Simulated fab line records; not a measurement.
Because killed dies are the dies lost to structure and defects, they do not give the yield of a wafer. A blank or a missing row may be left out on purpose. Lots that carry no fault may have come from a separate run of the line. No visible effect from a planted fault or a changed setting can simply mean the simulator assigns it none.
fab line records	flow sky130
[record] lots = 6	wafers = 18	last_day = 50
route steps=708 shown VT_ADJUST_LVTN@116 VT_ADJUST_NCORE@119 VT_ADJUST_HVTR@131 PAD_OPEN@708
lots that met no fault: from a run of the same line without faults
start_h: the number of hours between the record's first day and the start of the first shown wafer of the lot	wait_h: hours since the lot's step before	" repeats the value in the row above	L1.1+2: a single row standing in for several wafers	- either no value or no given start	* or withheld: withheld	< > ~ a bound
route shown NAME@n: NAME is a module with steps in the file, n the number in the route of the first one	usual: mean/standard deviation taken from wafers without a fault	same: alike in all rows	chamber/n: place in a boat	sites: each site's reading	_std_site: the standard deviation of these	_edge_site: outer sites' mean less inner sites'	radius_mm: for every site, how far away it sits from the centre of the wafer	mask NAME#n: copy n	behind: the most recent tool/chamber to have shaped the wafer	hold: what put the lot on hold/how long, in hours/how the hold closed	device: which transistor (n, p or np) failed to switch	end of line: the route-end tests of the same wafers	a step without rows: its recipe alone	killed: dies lost to structure and defects at the first sort, not the wafer's yield	map: a wafer's dies, x killed, . not, _ none there
set.NAME: the setting as run; set.NAME@STEP: as run at that earlier step	model.NAME: the simulator's own value behind a step, which no gauge read
lots at selected steps of the route; one table per step, one row per wafer
services: the hour from which a tool's chamber was out of use, counted from the record's first day as start_h (under 0 if before that day), plus the number of hours and why
[[steps]]
[step SKY_VT_ADJUST_LVTN_IMPLANT_19]
[recipe] species = B	energy_kev = 30	dose_cm2 = 6.5e+11	tilt_deg = withheld
[step SKY_VT_ADJUST_LVTN_STRIP_20]
[recipe] chemistry = O2/N2	power_w = 1400	pressure_mtorr = 1500	platen_temp_c = withheld	o2_flow_sccm = 3000	n2_flow_sccm = 300	overash_fraction = 0.5
[usual] drypump_motor_current_A = 6.06/0.26	oes_product_au = 0.716/0.0048	strip_time_to_endpoint_s = 14.18/0.049
lot.wafer	tool	chamber	start_h	wait_h	drypump_motor_current_A	oes_product_au	rf_hours_counter_h	strip_time_to_endpoint_s
L382.2	plasma_asher-03	0	207.92	0.1	6.45	0.712	37	14.26
L382.3	"	1	"	"	6.01	0.710	-	14.20
L382.5	"	0	"	"	6.46	0.713	-	14.22
L384.1	plasma_asher-01	1	223.52	0.1	6.02	0.720	55	14.11
L384.3	"	1	"	"	6.00	0.718	-	14.12
L384.6	"	1	"	"	6.00	0.721	-	14.11
L385.3	plasma_asher-03	1	228.75	0.1	6.00	0.717	-	14.14
L385.4	"	0	"	"	6.38	0.708	-	14.13
L385.6	"	0	"	"	6.40	0.714	-	14.10
L394.3	plasma_asher-04	0	301.01	0.1	6.26	0.712	-	14.20
L394.4	"	1	"	"	5.96	0.714	-	14.21
L394.6	"	0	"	"	6.20	0.706	-	14.16
L398.2	plasma_asher-01	1	316.62	0.1	6.04	0.722	63	14.22
L398.3	"	0	"	"	5.55	0.722	-	14.19
L398.6	"	1	"	"	6.04	0.712	-	14.19
L397.1	plasma_asher-03	0	316.77	0.1	6.44	0.712	48	14.11
L397.5	"	0	"	"	6.43	0.712	-	14.11
L397.6	"	1	"	"	5.98	0.716	-	14.13
[step SKY_VT_ADJUST_LVTN_TW_MEAS_21]
[usual] VT_ADJUST_LVTN_2_TW = 188.5/1.3
lot.wafer	tool	chamber	start_h	wait_h	VT_ADJUST_LVTN_2_TW
L382.2	film_metro-03	-	208.03	0.1	188.7
L382.3	"	-	"	"	188.1
L382.5	"	-	"	"	188.8
L384.1	film_metro-04	-	223.62	0.1	187.7
L384.3	"	-	"	"	187.1
L384.6	"	-	"	"	187.5
L385.3	film_metro-03	-	228.84	0.1	189.5
L385.4	"	-	"	"	189.2
L385.6	"	-	"	"	189.4
L394.3	film_metro-04	-	301.10	0.1	187.5
L394.4	"	-	"	"	187.3
L394.6	"	-	"	"	187.3
L398.2	film_metro-04	-	316.73	0.1	188.8
L398.3	"	-	"	"	188.6
L398.6	"	-	"	"	189.2
L397.1	film_metro-03	-	316.87	0.1	187.3
L397.5	"	-	"	"	188.3
L397.6	"	-	"	"	187.9
[step SKY_VT_ADJUST_NCORE_DEHYDRATE_00]
[recipe] temp_c = 200	time_s = 60
[step SKY_VT_ADJUST_NCORE_HMDS_01]
[recipe] prime_time_s = 60	prime_temp_c = 120
[step SKY_VT_ADJUST_NCORE_COAT_02]
[recipe] resist = NOVOLAK	spin_rpm = 3000	resist_thk_nm = 1140
[step SKY_VT_ADJUST_NCORE_SOFTBAKE_03]
[recipe] temp_c = 90	time_s = 61.41	resist = NOVOLAK
[usual] plate_sensor_t_centre_C = 90.757/0.01	plate_sensor_t_edge_C = 90.829/0.011
lot.wafer	tool	chamber	start_h	wait_h	plate_sensor_t_centre_C	plate_sensor_t_edge_C
L382.2	litho_track-01	0	218.61	0.1	90.765	90.829
L382.3	"	0	"	"	90.780	90.810
L382.5	"	0	"	"	90.766	90.830
L384.1	litho_track-02	0	234.79	0.1	90.747	90.825
L384.3	"	0	"	"	90.740	90.832
L384.6	"	0	"	"	90.736	90.837
L385.3	litho_track-01	0	240.38	0.1	90.751	90.837
L385.4	"	0	"	"	90.737	90.827
L385.6	"	0	"	"	90.760	90.804
L394.3	litho_track-02	0	314.04	0.1	90.754	90.822
L394.4	"	0	"	"	90.747	90.824
L394.6	"	0	"	"	90.759	90.844
L398.2	litho_track-04	0	329.95	0.1	90.770	90.836
L398.3	"	0	"	"	90.757	90.818
L398.6	"	0	"	"	90.752	90.823
L397.1	litho_track-02	0	329.99	0.1	90.780	90.835
L397.5	"	0	"	"	90.760	90.820
L397.6	"	0	"	"	90.780	90.838
[step SKY_VT_ADJUST_NCORE_EXPOSE_04]
[recipe] mask_id = LVTN_COMPLEMENT_THIN	na = 0.6	source_shape = conventional	sigma_outer = 0.6	polarization = unpolarized	target_cd_nm = 380	dose_mj = 139
[step SKY_VT_ADJUST_NCORE_PEB_05]
[recipe] temp_c = withheld	time_s = *	resist = NOVOLAK
[step SKY_VT_ADJUST_NCORE_DEVELOP_06]
[recipe] resist = NOVOLAK	developer = TMAH	develop_time_s = 60	dev_temp_c = 23
[step SKY_VT_ADJUST_NCORE_CD_MEAS_07]
[recipe] target_cd_nm = 380
[usual] cd_nm = 380.3/2.2
lot.wafer	tool	chamber	start_h	wait_h	cd_nm
L382.2	cd_sem-02	-	230.31	0.1	379.8
L382.3	"	-	"	"	381.3
L382.5	"	-	"	"	382.0
L384.1	cd_sem-01	-	246.57	0.1	383.3
L384.3	"	-	"	"	383.1
L384.6	"	-	"	"	383.4
L385.3	cd_sem-02	-	252.17	0.1	377.9
L385.4	"	-	"	"	379.7
L385.6	"	-	"	"	380.6
L394.3	cd_sem-01	-	327.66	0.1	380.0
L394.4	"	-	"	"	382.1
L394.6	"	-	"	"	383.3
L398.2	cd_sem-01	-	342.85	0.1	382.7
L398.3	"	-	"	"	381.7
L398.6	"	-	"	"	382.5
L397.1	cd_sem-02	-	342.89	0.1	382.5
L397.5	"	-	"	"	381.9
L397.6	"	-	"	"	379.9
[step SKY_VT_ADJUST_NCORE_OVL_MEAS_08]
[usual] VT_ADJUST_NCORE_OVL = 1.0/1.2
lot.wafer	tool	chamber	start_h	wait_h	VT_ADJUST_NCORE_OVL[nm]
L382.2	overlay-01	-	230.42	0.1	1.4
L382.3	"	-	"	"	1.3
L382.5	"	-	"	"	4.6
L384.1	overlay-02	-	246.69	0.1	2.3
L384.3	"	-	"	"	1.2
L384.6	"	-	"	"	0.1
L385.3	overlay-02	-	252.27	0.1	1.0
L385.4	"	-	"	"	1.2
L385.6	"	-	"	"	1.7
L394.3	overlay-02	-	327.75	0.1	0.1
L394.4	"	-	"	"	0.6
L394.6	"	-	"	"	1.3
L398.2	overlay-01	-	342.96	0.1	0.9
L398.3	"	-	"	"	0.9
L398.6	"	-	"	"	1.7
L397.1	overlay-02	-	343.01	0.1	-0.7
L397.5	"	-	"	"	0.1
L397.6	"	-	"	"	2.4
[step SKY_VT_ADJUST_NCORE_IMPLANT_09]
[recipe] species = B	energy_kev = 10	dose_cm2 = 2.4e+12	tilt_deg = withheld
[usual] beam_energy_keV = 9.999/0.0032
lot.wafer	tool	chamber	start_h	wait_h	beam_energy_keV	model.implant.rp_nm	model.implant.drp_nm
L382.2	implanter-01	0	230.47	0.0	9.999	33.82	17.11
L382.3	"	0	"	"	10.002	33.82	17.11
L382.5	"	0	"	"	9.997	33.82	17.11
L384.1	implanter-02	0	246.73	0.0	12.407	40.63	19.97
L384.3	"	0	"	"	12.407	40.63	19.97
L384.6	"	0	"	"	12.406	40.63	19.97
L385.3	implanter-02	0	252.34	0.1	12.407	41.72	19.97
L385.4	"	0	"	"	12.402	41.72	19.97
L385.6	"	0	"	"	12.405	41.72	19.97
L394.3	implanter-01	0	327.83	0.1	9.997	33.95	17.11
L394.4	"	0	"	"	9.999	33.95	17.11
L394.6	"	0	"	"	10.001	33.95	17.11
L398.2	implanter-04	0	343.01	0.0	9.998	33.31	17.11
L398.3	"	0	"	"	9.995	33.31	17.11
L398.6	"	0	"	"	9.997	33.31	17.11
L397.1	implanter-02	0	343.05	0.0	9.993	33.25	17.11
L397.5	"	0	"	"	9.995	33.25	17.11
L397.6	"	0	"	"	9.996	33.25	17.11
[step SKY_VT_ADJUST_NCORE_STRIP_10]
[recipe] chemistry = O2/N2	power_w = 1400	pressure_mtorr = 1500	platen_temp_c = withheld	o2_flow_sccm = 3000	n2_flow_sccm = 300	overash_fraction = 0.5
[usual] drypump_motor_current_A = 5.80/0.23	oes_product_au = 0.715/0.0047	strip_time_to_endpoint_s = 14.18/0.051
lot.wafer	tool	chamber	start_h	wait_h	drypump_motor_current_A	oes_product_au	rf_hours_counter_h	strip_time_to_endpoint_s
L382.2	plasma_asher-01	1	230.60	0.1	6.04	0.707	56	14.17
L382.3	"	0	"	"	5.58	0.718	-	14.16
L382.5	"	1	"	"	6.04	0.709	-	14.18
L384.1	plasma_asher-01	1	246.88	0.1	6.00	0.711	58	14.19
L384.3	"	1	"	"	6.04	0.722	-	14.18
L384.6	"	1	"	"	5.98	0.713	-	14.17
L385.3	plasma_asher-01	1	252.47	0.1	6.03	0.723	-	14.11
L385.4	"	0	"	"	5.59	0.720	-	14.14
L385.6	"	0	"	"	5.59	0.709	-	14.17
L394.3	plasma_asher-04	0	327.96	0.1	6.22	0.711	-	14.18
L394.4	"	1	"	"	5.95	0.703	-	14.16
L394.6	"	1	"	"	5.96	0.711	-	14.18
L398.2	plasma_asher-02	1	343.14	0.1	5.70	0.716	22	14.06
L398.3	"	1	"	"	5.73	0.705	-	14.11
L398.6	"	1	"	"	5.73	0.709	-	14.10
L397.1	plasma_asher-01	0	343.20	0.1	5.58	0.714	66	14.23
L397.5	"	1	"	"	6.00	0.711	-	14.19
L397.6	"	0	"	"	5.58	0.717	-	14.23
[step SKY_VT_ADJUST_NCORE_TW_MEAS_11]
[usual] VT_ADJUST_NCORE_TW = 219.6/1.2
lot.wafer	tool	chamber	start_h	wait_h	VT_ADJUST_NCORE_TW
L382.2	film_metro-01	-	230.71	0.1	219.7
L382.3	"	-	"	"	218.7
L382.5	"	-	"	"	221.1
L384.1	film_metro-03	-	246.98	0.1	228.9
L384.3	"	-	"	"	229.7
L384.6	"	-	"	"	229.6
L385.3	film_metro-01	-	252.56	0.1	230.3
L385.4	"	-	"	"	230.4
L385.6	"	-	"	"	230.4
L394.3	film_metro-04	-	328.05	0.1	219.4
L394.4	"	-	"	"	218.4
L394.6	"	-	"	"	219.7
L398.2	film_metro-03	-	343.25	0.1	219.1
L398.3	"	-	"	"	220.1
L398.6	"	-	"	"	218.3
L397.1	film_metro-04	-	343.30	0.1	218.9
L397.5	"	-	"	"	220.3
L397.6	"	-	"	"	218.5
[step SKY_VT_ADJUST_HVTR_DEHYDRATE_00]
[recipe] temp_c = 200	time_s = 60
[step SKY_PAD_OPEN_PROBE_99]
[usual] killed_at_M0_to_M3 = 44/7	killed_at_M4_up = 3.2/2	killed_at_contacts = 25/5.3	killed_at_front_end = 15/4.3	killed_at_other = 0.3/0.54	killed_dies = 86/8.7	killed_open = 47/6.4	killed_short = 39/5.6
[same] gross_dies = 492	killed_at_back_side = 0
lot.wafer	tool	chamber	start_h	wait_h	killed_at_M0_to_M3	killed_at_M4_up	killed_at_contacts	killed_at_front_end	killed_at_other	killed_dies	killed_open	killed_short	model.etest.nfet_16v.r_on_ohm_um	model.etest.res_pwell_under_gate.rs_ohm_sq	model.etest.pfet_g5v0d10v5.off_log10_a_um	model.etest.pfet_g5v0d10v5.vt_sat_v	model.etest.pfet_16v.vt_v	model.etest.pfet_g5v0d10v5.vt_v	model.etest.pfet_g5v0d10v5.vt_long_v	model.etest.nfet_16v.body_rise_v
L382.2	prober-02	-	1117.26	0.1	50	4	20	17	0	91	54	36	1.433e+04	2262	-12.18	-0.5978	-1.078	-0.7987	-0.91	0.694
L382.3	prober-02	-	1117.31	0.2	45	1	33	16	0	95	49	46	1.428e+04	2256	-12.34	-0.6172	-1.072	-0.8172	-0.9086	0.6895
L382.5	prober-02	-	1117.41	0.2	30	3	15	14	0	62	25	37	1.422e+04	2291	-12.4	-0.6276	-1.075	-0.8301	-0.9108	0.6917
L384.1	prober-02	-	1134.94	0.1	57	4	20	6	0	87	52	35	1.468e+04	2232	-11.58	-0.5453	-1.052	-0.7711	-0.8956	0.7177
L384.3	prober-02	-	1135.04	0.2	51	5	20	9	0	85	46	39	1.446e+04	2251	-11.6	-0.566	-1.05	-0.7827	-0.8942	0.6997
L384.6	prober-02	-	1135.19	0.2	36	2	19	10	0	67	38	29	1.454e+04	2244	-11.75	-0.5875	-1.06	-0.8121	-0.9016	0.7088
L385.3	prober-01	-	1137.47	0.2	46	1	27	16	0	90	41	49	1.453e+04	2264	-12.01	-0.5899	-1.075	-0.8033	-0.914	0.7049
L385.4	prober-01	-	1137.52	0.2	38	3	28	15	0	84	47	36	1.429e+04	2265	-11.88	-0.596	-1.08	-0.8064	-0.9156	0.6995
L385.6	prober-01	-	1137.62	0.2	46	1	22	8	0	77	47	30	1.451e+04	2252	-11.96	-0.5825	-1.084	-0.7973	-0.919	0.7121
L394.3	prober-02	-	1184.69	0.2	50	6	23	9	1	89	48	41	1.42e+04	2272	-12.79	-0.6493	-1.112	-0.8333	-0.9418	0.6813
L394.4	prober-02	-	1184.74	0.2	46	3	17	17	1	84	42	41	1.414e+04	2274	-12.54	-0.6328	-1.099	-0.8215	-0.9229	0.6813
L394.6	prober-02	-	1184.84	0.2	55	1	31	15	0	102	53	48	1.42e+04	2250	-12.64	-0.6597	-1.109	-0.8501	-0.9393	0.6835
L398.2	prober-01	-	1193.59	0.1	48	4	30	11	0	93	58	35	1.395e+04	2274	-12.6	-0.6315	-1.088	-0.8233	-0.9157	0.6783
L398.3	prober-01	-	1193.64	0.2	48	3	35	11	0	97	58	39	1.41e+04	2289	-12.64	-0.6387	-1.102	-0.8348	-0.9345	0.6907
L398.6	prober-01	-	1193.79	0.2	56	5	19	19	0	99	52	47	1.423e+04	2285	-12.59	-0.6278	-1.1	-0.821	-0.9358	0.6949
L397.1	prober-02	-	1198.36	0.1	42	3	27	14	0	86	44	42	1.446e+04	2294	-12.9	-0.6603	-1.129	-0.8485	-0.9567	0.7038
L397.5	prober-02	-	1198.56	0.2	37	2	21	19	0	79	34	45	1.437e+04	2312	-13.03	-0.6873	-1.13	-0.8845	-0.9569	0.6994
L397.6	prober-02	-	1198.61	0.2	33	3	40	19	0	95	53	42	1.437e+04	2290	-12.74	-0.6472	-1.128	-0.8388	-0.9529	0.6974
// killed by level:class
L382.2 CONTACT:geometric_particle:open=11 VIA3:geometric_particle:open=9 VIA2:geometric_particle:open=9 VIA1:geometric_particle:open=8 FIELD_ISO:geometric_particle:open=6 FIELD_ISO:geometric_particle:short=5 METAL2:geometric_particle:short=5 VIA3:geometric_particle:short=5
L382.3 VIA1:geometric_particle:open=11 LI_CONTACT:geometric_particle:open=9 CONTACT:geometric_particle:open=8 CONTACT:geometric_particle:short=7 METAL1:geometric_particle:short=6 VIA3:geometric_particle:open=5 LOCAL_INTERCONNECT:geometric_particle:short=5 METAL2:geometric_particle:short=5
L382.5 LI_CONTACT:geometric_particle:open=6 POLY_GATE:geometric_particle:short=5 METAL2:geometric_particle:short=5 METAL1:geometric_particle:short=4 VIA3:geometric_particle:open=4 FIELD_ISO:geometric_particle:short=3 VIA2:geometric_particle:open=3 LOCAL_INTERCONNECT:geometric_particle:short=3
L384.1 VIA1:geometric_particle:open=17 METAL1:geometric_particle:short=9 CONTACT:geometric_particle:open=8 VIA3:geometric_particle:open=8 VIA1:geometric_particle:short=6 VIA2:geometric_particle:open=6 LI_CONTACT:geometric_particle:open=5 LOCAL_INTERCONNECT:geometric_particle:short=4
L384.3 VIA1:geometric_particle:open=14 CONTACT:geometric_particle:open=9 VIA1:geometric_particle:short=8 METAL2:geometric_particle:short=6 VIA3:geometric_particle:open=5 VIA2:geometric_particle:short=5 LI_CONTACT:geometric_particle:open=4 VIA2:geometric_particle:open=4
L384.6 VIA1:geometric_particle:open=10 LOCAL_INTERCONNECT:geometric_particle:short=7 METAL2:geometric_particle:short=7 CONTACT:geometric_particle:open=6 VIA3:geometric_particle:open=6 LI_CONTACT:geometric_particle:open=4 VIA1:geometric_particle:short=4 VIA2:geometric_particle:open=4
L385.3 CONTACT:geometric_particle:open=9 VIA1:geometric_particle:open=8 VIA1:geometric_particle:short=6 VIA3:geometric_particle:open=6 CONTACT:geometric_particle:short=5 POLY_GATE:geometric_particle:short=5 LI_CONTACT:geometric_particle:short=5 METAL1:geometric_particle:short=5
L385.4 CONTACT:geometric_particle:open=10 CONTACT:geometric_particle:short=7 VIA1:geometric_particle:open=7 LI_CONTACT:geometric_particle:open=6 VIA3:geometric_particle:open=6 FIELD_ISO:geometric_particle:short=5 VIA3:geometric_particle:short=5 VIA2:geometric_particle:open=5
L385.6 METAL1:geometric_particle:short=11 VIA1:geometric_particle:open=8 VIA2:geometric_particle:open=7 LI_CONTACT:geometric_particle:open=6 VIA3:geometric_particle:open=6 LOCAL_INTERCONNECT:geometric_particle:short=5 CONTACT:geometric_particle:open=5 FIELD_ISO:geometric_particle:open=4
L394.3 VIA1:geometric_particle:open=11 VIA3:geometric_particle:open=7 LI_CONTACT:geometric_particle:open=7 VIA1:geometric_particle:short=7 VIA2:geometric_particle:open=7 LOCAL_INTERCONNECT:geometric_particle:short=5 CONTACT:geometric_particle:open=5 METAL1:geometric_particle:open=5
L394.4 VIA1:geometric_particle:open=13 CONTACT:geometric_particle:open=9 METAL2:geometric_particle:short=9 VIA1:geometric_particle:short=6 VIA2:geometric_particle:open=6 CONTACT:geometric_particle:short=5 FIELD_ISO:geometric_particle:open=4 FIELD_ISO:geometric_particle:short=4
L394.6 VIA1:geometric_particle:open=12 CONTACT:geometric_particle:open=10 METAL1:geometric_particle:short=9 VIA2:geometric_particle:open=9 LI_CONTACT:geometric_particle:open=7 VIA1:geometric_particle:short=6 LOCAL_INTERCONNECT:geometric_particle:short=6 CONTACT:geometric_particle:short=6
L398.2 CONTACT:geometric_particle:open=14 VIA1:geometric_particle:open=12 VIA2:geometric_particle:open=11 LI_CONTACT:geometric_particle:open=8 METAL2:geometric_particle:short=7 VIA3:geometric_particle:open=5 CONTACT:geometric_particle:short=5 METAL4:geometric_particle:short=3
L398.3 CONTACT:geometric_particle:open=16 VIA1:geometric_particle:open=10 LI_CONTACT:geometric_particle:open=8 CONTACT:geometric_particle:short=7 METAL1:geometric_particle:short=7 METAL2:geometric_particle:short=7 VIA2:geometric_particle:open=7 VIA3:geometric_particle:open=6
L398.6 VIA1:geometric_particle:open=11 VIA1:geometric_particle:short=10 VIA2:geometric_particle:open=9 FIELD_ISO:geometric_particle:open=7 LI_CONTACT:geometric_particle:open=7 CONTACT:geometric_particle:open=7 VIA3:geometric_particle:open=6 FIELD_ISO:geometric_particle:short=5
L397.1 CONTACT:geometric_particle:open=11 VIA1:geometric_particle:open=9 FIELD_ISO:geometric_particle:open=6 VIA1:geometric_particle:short=6 METAL2:geometric_particle:short=6 LI_CONTACT:geometric_particle:open=5 SPACER:geometric_particle:short=4 LI_CONTACT:geometric_particle:short=4
L397.5 CONTACT:geometric_particle:short=10 VIA1:geometric_particle:open=8 VIA2:geometric_particle:open=6 VIA1:geometric_particle:short=6 VIA3:geometric_particle:open=6 FIELD_ISO:geometric_particle:short=5 POLY_GATE:geometric_particle:short=5 LI_CONTACT:geometric_particle:open=5
L397.6 CONTACT:geometric_particle:open=15 CONTACT:geometric_particle:short=13 VIA1:geometric_particle:open=8 FIELD_ISO:geometric_particle:open=6 VIA2:geometric_particle:open=6 LI_CONTACT:geometric_particle:open=5 POLY_GATE:geometric_particle:open=4 LI_CONTACT:geometric_particle:short=4
[[services]]
tool	chamber	start_h	hours	kind
plasma_asher-04	-	192.61	4.3	pm
plasma_asher-04	-	204.84	1.8	repair
implanter-04	-	235.99	28.4	pm
implanter-01	-	246.78	3.2	repair
plasma_asher-01	-	275.52	14.6	pm
implanter-01	-	289.69	4.8	repair
implanter-01	-	302.33	4.2	pm
plasma_asher-03	-	319.79	3.2	repair
[[key]]
[first_sign] step = SKY_VT_ADJUST_NCORE_IMPLANT_09	reading = beam_energy_keV	direction = up	sigmas = 99+	usual = *	struck = *
[effect] step = SKY_VT_ADJUST_NCORE_TW_MEAS_11	reading = VT_ADJUST_NCORE_TW	direction = up	sigmas = 8.6	usual = 219.6	struck = 229.9
[model_effect] step = SKY_VT_ADJUST_NCORE_IMPLANT_09	value = implant.rp_nm	without = 33.27	struck = 41.18
[model_effect] step = SKY_PAD_OPEN_PROBE_99	value = etest.nfet_16v.r_on_ohm_um	without = 1.409e+04	struck = 1.45e+04
met_at SKY_VT_ADJUST_NCORE_IMPLANT_09
struck_wafers L384.1,L384.3,L384.6,L385.3,L385.4,L385.6
tester_left_out L384,L385
[fault] kind = process_parameter_drift	tool = implanter-02	chamber = -	onset_h = 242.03	steps = SKY_VT_ADJUST_NCORE_IMPLANT_09	channel = energy_kev	offset = *	shape = step	end_h = 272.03	acts_in = *	stated = *
// tester_left_out: of these lots the tester's yield and bins aren't shown, on N5 and GAA mostly nor the transistor test; their killed dies are dies lost to structure and defects alone, not to doping, threshold or leakage, so they don't give the yield
